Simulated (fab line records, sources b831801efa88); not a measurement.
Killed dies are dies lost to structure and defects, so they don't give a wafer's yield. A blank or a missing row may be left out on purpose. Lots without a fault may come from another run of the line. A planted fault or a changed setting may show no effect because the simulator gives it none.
What tool caused it? || flow sky130 || 18 wafers sampled from 6 lots at 1 step of a route of 708

WHAT THE GAUGES READ, wafer by wafer
SKY_FIELD_ISO_BOW_MEAS_00.
{"lot": "L325", "measured": "day 1 15:01", "on": "filmMetro-01", "INCOMING_BOW (um)": "-14 7 5"}
{"lot": "L328", "measured": "day 2 06:00", "on": "filmMetro-01", "INCOMING_BOW (um)": "-3 -6 2"}
{"lot": "L332", "measured": "day 3 02:00", "on": "filmMetro-03", "INCOMING_BOW (um)": "-9 2 -6"}
{"lot": "L334", "measured": "day 3 12:01", "on": "filmMetro-03", "INCOMING_BOW (um)": "-8 5 3"}
{"lot": "L336", "measured": "day 3 22:01", "on": "filmMetro-02", "INCOMING_BOW (um)": "1 -8 2"}
{"lot": "L341", "measured": "day 4 23:00", "on": "filmMetro-03", "INCOMING_BOW (um)": "0 -1 -2"}

EACH LOT AND THE TOOL THAT RAN IT (in order: tool; ch and the chambers of the sampled wafers; start)
The record shows no process step preceding these readings.

THE ANSWER, worked out from the rows above alone
Rule: what is usual is taken from the lots themselves. Put in order of their means at a reading, lots are off if they are a third of the lots or fewer, leave a main group of 4 or more, and stand apart from it by a gap of 3 or more times the standard deviation of the main group's means; of several such gaps the widest counts. Not used: any main group whose means are identical at the precision the tables above print for the reading. Also off: a lot with no number at a reading for which 4 or more lots have one. The other lots that the step has rows for count as sound.
Nothing can be told from this: no lot is off at any reading shown.

WHAT THE SIMULATOR HAD PUT IN
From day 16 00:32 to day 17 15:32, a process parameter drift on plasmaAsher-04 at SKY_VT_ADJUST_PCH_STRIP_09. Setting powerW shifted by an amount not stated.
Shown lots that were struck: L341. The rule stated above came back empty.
